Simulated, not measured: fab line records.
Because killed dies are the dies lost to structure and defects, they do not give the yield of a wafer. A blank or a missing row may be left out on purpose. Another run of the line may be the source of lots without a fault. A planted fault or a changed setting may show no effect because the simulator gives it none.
Chamber matching -- flow sky130 -- 4 sister chambers for SKY_FIELD_ISO_CMP_27 on cmp-01
The step polishes, stops on Si3N4, t overpolish 16 s, target thk 457.8 nm. 18 wafers are shown with their chamber, then 9 later ones without.

## WAFERS, EACH WITH ITS CHAMBER
wafer,chamber,motorCurrentA (A),overpolishRunS (s),timeToEndpointS (s)
L131.2,0,10.5,15.991,109
L131.5,2,12.2,16.002,108
L131.6,3,11.5,15.988,108
L132.1,3,12.1,15.989,110
L132.3,1,12.7,15.997,109
L132.6,3,12.0,16.002,115
L133.2,1,11.9,16.018,109
L133.4,0,10.1,16.009,112
L133.6,1,12.3,15.998,110
L137.1,1,12.0,16.003,114
L137.3,2,12.8,16.003,114
L137.5,1,11.2,16.005,113
L138.1,2,12.8,15.991,110
L138.2,0,10.3,15.994,112
L138.3,3,12.7,15.993,114
L140.3,3,12.4,16.000,115
L140.4,0,10.1,15.989,112
L140.6,1,12.7,16.010,116

SIGNATURES, as means of the wafers listed above
reading,chamber 0,chamber 1,chamber 2,chamber 3,scatter within a chamber
motorCurrentA,10.250,12.133,12.600,12.140,0.445
overpolishRunS,15.99575,16.00517,15.99867,15.99440,0.00759
timeToEndpointS,111.25,111.83,110.67,112.40,2.8
Rule: a wafer's distance from a chamber is the root of the sum, over the readings, of the square of ((its reading less the chamber's mean) divided by the reading's scatter). The wafer belongs to the nearest chamber; if the next one is less than 2 further off, it can't be placed. The scatter: the root of (the sum of the squares of (reading less its chamber's mean) over the shown wafers, divided by (wafers less chambers)).

## WAFERS MISSING THEIR CHAMBER
wafer,motorCurrentA (A),overpolishRunS (s),timeToEndpointS (s)
L147.1,11.0,16.004,115
L147.4,12.9,15.988,116
L147.6,12.4,16.001,113
L148.1,12.0,16.007,116
L148.4,12.6,15.988,116
L148.6,12.2,15.982,115
L149.3,12.5,16.010,116
L149.4,10.5,16.004,116
L149.5,10.0,16.020,115

## CHAMBER TAKEN BY EACH
wafer,from the rows above,in truth
L147.1,can't be placed: 0 or 1 or 3 or 2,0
L147.4,can't be placed: 3 or 2 or 1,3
L147.6,can't be placed: 1 or 2 or 3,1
L148.1,can't be placed: 1 or 3 or 2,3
L148.4,can't be placed: 3 or 2 or 1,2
L148.6,can't be placed: 3 or 2 or 1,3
L149.3,can't be placed: 1 or 2 or 3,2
L149.4,can't be placed: 0 or 1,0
L149.5,can't be placed: 0 or 1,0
Correct placement for 0 of the 9. Cannot be placed on the basis of these rows: 9; the candidates contain the true chamber in 9. Placed wrongly: 0.
